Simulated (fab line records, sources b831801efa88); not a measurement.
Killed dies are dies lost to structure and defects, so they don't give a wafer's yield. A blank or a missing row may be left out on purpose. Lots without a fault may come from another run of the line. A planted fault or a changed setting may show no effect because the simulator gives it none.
One fault seen from 2 desks | flow sky130 | each desk has only its own numbers; what lay behind them comes last

THE METROLOGY DESK
What the gauges read, lot by lot, whatever tool the lot ran on: means of the sampled wafers that have a number. A lot is out of limits, marked OUT, if its mean lies more than 4 standard deviations from the usual mean; the brackets give that distance.
Columns: A = CONTACT_W_THK at SKY_CONTACT_THK_MEAS_26, usual 348 nm; B = cd_nm at SKY_METAL1_CD_MEAS_15, usual 140.4 nm
lot  | first seen here | A   | B
L348 | day 31 20:29    | 343 | 141.8
L349 | day 32 01:25    | 343 | 139.1
L351 | day 32 15:14    | 348 | 141.5
L352 | day 33 04:08    | 348 | 140.7
L353 | day 33 21:57    | 349 | 139.2
L355 | day 34 08:09    | 336 | 139.0
L357 | day 35 04:13    | 349 | 139.6
L360 | day 36 00:08    | 352 | 140.1
L362 | day 36 09:32    | 343 | 138.6
L363 | day 36 18:28    | 351 | 139.9
L364 | day 37 05:04    | 341 | 141.1
L368 | day 38 11:36    | 348 | 142.0
L370 | day 38 21:20    | 352 | 138.7
This desk's finding: nothing out of limits on any of the 13 lots.

THE TOOL OWNER'S DESK: implanter-01
The tool's own readings at SKY_SD_N_IMPLANT_10: means of the sampled wafers that have a number, for each lot that ran on this tool. A lot is out of limits, marked OUT, if its mean lies more than 4 standard deviations from the usual mean; the brackets give that distance.
Columns: A = beam_energy_keV at SKY_SD_N_IMPLANT_10, usual 20.000; B = end_station_pressure_torr at SKY_SD_N_IMPLANT_10, usual 5.42e-06 Torr
lot  | first seen here | A                        | B
L352 | day 29 11:31    | 20.014                   | 5.29e-06
L353 | day 30 07:31    | 20.000                   | 5.44e-06
L355 | day 30 18:13    | 20.001                   | 5.19e-06
L360 | day 32 09:48    | 19.998                   | 5.51e-06
L362 | day 32 19:58    | 19.994                   | 5.04e-06
L368 | day 35 00:10    | 19.327 (-99 or more) OUT | 5.50e-06
L370 | day 35 10:44    | 19.320 (-99 or more) OUT | 5.54e-06
This desk's finding: out of limits on L368, L370; first on L368, day 35 00:10 (beam_energy_keV at SKY_SD_N_IMPLANT_10). In limits: L352, L353, L355, L360, L362.

PUT TOGETHER
The tool owner's desk could have raised an alarm at day 35 00:10, on L368, L370.
The metrology desk saw nothing out of limits.
The metrology desk has L368, L370 on record, within its limits.
Of the lots named, all ran SKY_SD_N_IMPLANT_10 on implanter-01.

WHAT THE SIMULATOR HAD PUT IN
Process parameter drift: implanter-01, from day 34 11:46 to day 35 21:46, at SKY_SD_N_IMPLANT_10. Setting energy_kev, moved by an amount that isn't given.
Lots struck among those shown: L368, L370.
Hours from the fault's start to each desk's first reading out of limits: the tool owner's desk, 12.
